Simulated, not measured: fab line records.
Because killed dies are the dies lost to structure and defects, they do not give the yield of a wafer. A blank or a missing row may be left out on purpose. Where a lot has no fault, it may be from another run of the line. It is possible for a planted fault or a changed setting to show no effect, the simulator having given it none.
Comparing a struck lot with a sound one + flow sky130 + 17 steps out of a route of 708
Sound: these wafers, L284.1, L284.3, L284.4. Struck: wafer L287.2 (left out: L287.3, a lot-mate that was not struck); the cause follows at the end.
Per side, at each step with rows, come the tool, then ch with its chambers, and then its first start. Under that, the readings that differ: sound wafers + struck wafers + difference of the means + sigmas: that difference in standard deviations of wafers without a fault.
alike: words and numbers the same on both sides, and readings whose means are apart by under 2 such deviations; not compared: readings that were withheld, readings missing a value for some wafer, numbers with overlapping values and no deviation given by the record, and bounds like >300 which may hide the same value.
The two part at a step that has a row with sigmas, a row that says differs or no value, or rows on one side only. Numbers that don't overlap but have no deviation are shown without sigmas and don't part them. Lack of a reading on every wafer of one side parts them only where that side has two or more wafers.

SKY_SPACER_THK_MEAS_01:
  sound on filmMetro-04, day 25 17:25; struck on filmMetro-04, day 26 06:41
  alike: SPACER_CVD_00_THK
SKY_SPACER_ETCHBACK_02: etches Si3N4 in CH3F/O2, stops on SiO2, time 46.7 s, target depth 45 nm.
  sound on rieDiel-02 ch 0,1,3, day 25 17:28; struck on rieDiel-02 ch 2, day 26 06:44
| reading             | sound  | struck | difference | sigmas |
|---------------------|--------|--------|------------|--------|
| rfHoursCounterH (h) | 32 6 5 | 4      | -10        |        |
  alike: ch3fFlowSccm, drypumpMotorCurrentA, oesProductAu, throttleValvePct
then, 8 steps without rows for these wafers: SKY_POLY_CUT_DEHYDRATE_00 (time 60 s); SKY_POLY_CUT_HMDS_01 (prime time 60 s); SKY_POLY_CUT_COAT_02 (resist thk 60 nm); SKY_POLY_CUT_COAT_03 (resist thk 450 nm); SKY_POLY_CUT_SOFTBAKE_04 (time 90 s); SKY_POLY_CUT_EXPOSE_05 (exposes mask NPCM, target cd 270 nm); SKY_POLY_CUT_PEB_06; SKY_POLY_CUT_DEVELOP_07 (develop time 60 s).
SKY_POLY_CUT_CD_MEAS_08: the cd target is 270 nm.
  sound on cdSem-01, day 26 23:14; struck on cdSem-02, day 27 11:39
  alike: cdNm
SKY_POLY_CUT_OVL_MEAS_09:
  sound on overlay-01, day 26 23:21; struck on overlay-01, day 27 11:45
  alike: POLY_CUT_OVL
SKY_POLY_CUT_ETCH_10: etches BARC in N2/H2, stops on SiO2, time 45.9 s, target depth 60 nm.
  sound on rieDiel-02 ch 1,2,3, day 26 23:23; struck on rieDiel-04 ch 2, day 27 11:47
| reading                                        | sound             | struck | difference | sigmas |
|------------------------------------------------|-------------------|--------|------------|--------|
| oesProductAu (a.u.)                            | 0.851 0.863 0.853 | 0.996  | +0.140     | +32    |
| rfHoursCounterH (h)                            | 7 4 6             | 8      | +2         |        |
| runLengthS (s)                                 | 74.7 74.5 73.7    | 61.4   | -12.9      | -23    |
| model.KrF-thick_of_POLY_CUT_COAT_03.thkNm (nm) | 408 409 408.5     | 416.6  | +8.1       |        |
| model.etch.depthNm (nm)                        | 59.97 59.99 60.06 | 57.62  | -2.39      |        |
  alike: drypumpMotorCurrentA, throttleValvePct
SKY_POLY_CUT_ETCH_11: etches Si3N4 in CF4/CH2F2/Ar, stops on poly-Si, time 42.5 s, target depth 60 nm.
  sound on rieDiel-02 ch 1,2,3, day 26 23:26; struck on rieDiel-04 ch 2, day 27 11:50
| reading             | sound | struck | difference | sigmas |
|---------------------|-------|--------|------------|--------|
| rfHoursCounterH (h) | 7 4 6 | 8      | +2         |        |
  alike: drypumpMotorCurrentA, mfcArSccm, oesProductAu, runLengthS, throttleValvePct
SKY_POLY_CUT_STRIP_12: strips in O2/N2.
  sound on plasmaAsher-03 ch 0,1, day 26 23:28; struck on plasmaAsher-03 ch 1, day 27 11:52
| reading                  | sound             | struck | difference | sigmas |
|--------------------------|-------------------|--------|------------|--------|
| stripTimeToEndpointS (s) | 5.364 5.381 5.364 | 5.436  | +0.066     | +4     |
  alike: drypumpMotorCurrentA, oesProductAu
  not compared: rfHoursCounterH
then, 1 step without rows for these wafers: SKY_SD_P_DEHYDRATE_00 (time 60 s).
-- here the record skips 21 days between the struck wafers' starts before and after, leaving off in module SD_P and picking up in module PAD_OPEN (first step shown: number 708 of the route) --
SKY_PAD_OPEN_PROBE_99:
  only the struck wafers here have rows in the record (prober-01, day 48 02:02); the sound ones have none

== WHERE THEY PART ==
At SKY_POLY_CUT_ETCH_10 first; at SKY_PAD_OPEN_PROBE_99 last (within this record only).

WHY: whatever the simulator had introduced
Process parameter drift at SKY_POLY_CUT_ETCH_10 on rieDiel-04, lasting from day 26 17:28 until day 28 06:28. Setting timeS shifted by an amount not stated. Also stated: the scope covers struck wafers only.
